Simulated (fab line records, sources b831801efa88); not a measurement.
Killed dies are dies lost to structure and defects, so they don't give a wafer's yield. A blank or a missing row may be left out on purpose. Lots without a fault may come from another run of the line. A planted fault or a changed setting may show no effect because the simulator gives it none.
One fault seen from 2 desks | flow sky130 | each desk has only its own numbers; what lay behind them comes last

THE TOOL OWNER'S DESK: pvd_sputter-02
The tool's own readings at SKY_METAL3_SPUTTER_04 (material TiN, target thk 70 nm, time 58.3 s): means of the sampled wafers that have a number, for each lot that ran on this tool. A lot is out of limits, marked OUT, if its mean lies more than 4 standard deviations from the usual mean; the brackets give that distance.
Columns: A = cathode_dc_power_W at SKY_METAL3_SPUTTER_04, usual 6500.0 W; B = throttle_valve_pct at SKY_METAL3_SPUTTER_04, usual 30.2 %
lot  | first seen here | A                        | B
L242 | day 36 08:46    | 6501.4                   | 30.5
L246 | day 38 02:31    | 6500.3                   | 31.0
L248 | day 38 15:05    | 6500.7                   | 30.7
L252 | day 39 22:53    | 6501.1                   | 30.7
L255 | day 40 15:42    | 5262.4 (-99 or more) OUT | 30.9
L256 | day 41 00:22    | 5261.5 (-99 or more) OUT | 30.4
L265 | day 43 19:08    | 6500.9                   | 30.3
This desk's finding: out of limits on L255, L256; first on L255, day 40 15:42 (cathode_dc_power_W at SKY_METAL3_SPUTTER_04). In limits: L242, L246, L248, L252, L265.

THE METROLOGY DESK
What the gauges read, lot by lot, whatever tool the lot ran on: means of the sampled wafers that have a number. A lot is out of limits, marked OUT, if its mean lies more than 4 standard deviations from the usual mean; the brackets give that distance.
Columns: A = cd_nm at SKY_VIA1_CD_MEAS_12, usual 150.4 nm; B = VIA1_OVL at SKY_VIA1_OVL_MEAS_13, usual 2 nm
lot  | first seen here | A     | B
L242 | day 33 23:55    | 150.4 | 5
L243 | day 34 16:25    | 151.5 | 1
L245 | day 35 12:00    | 149.1 | -4
L246 | day 35 16:33    | 153.6 | 8
L248 | day 36 06:11    | 152.3 | 10
L250 | day 36 18:27    | 147.9 | 4
L251 | day 37 05:55    | 147.7 | -1
L252 | day 37 15:40    | 148.2 | 5
L253 | day 37 16:25    | 150.2 | -5
L255 | day 38 09:18    | 151.5 | 7
L256 | day 38 18:32    | 151.0 | -2
L264 | day 41 03:16    | 151.2 | 0
L265 | day 41 14:55    | 150.9 | 7
This desk's finding: nothing out of limits on any of the 13 lots.

PUT TOGETHER
The tool owner's desk could have raised an alarm at day 40 15:42, on L255, L256.
The metrology desk saw nothing out of limits.
The metrology desk has L255, L256 on record, within its limits.
Of the lots named, all ran SKY_METAL3_SPUTTER_04 on pvd_sputter-02.

WHAT THE SIMULATOR HAD PUT IN
Process parameter drift: pvd_sputter-02, from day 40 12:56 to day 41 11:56, at SKY_METAL3_SPUTTER_04. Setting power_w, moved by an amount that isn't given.
Lots struck among those shown: L255, L256.
Hours from the fault's start to each desk's first reading out of limits: the tool owner's desk, 3.
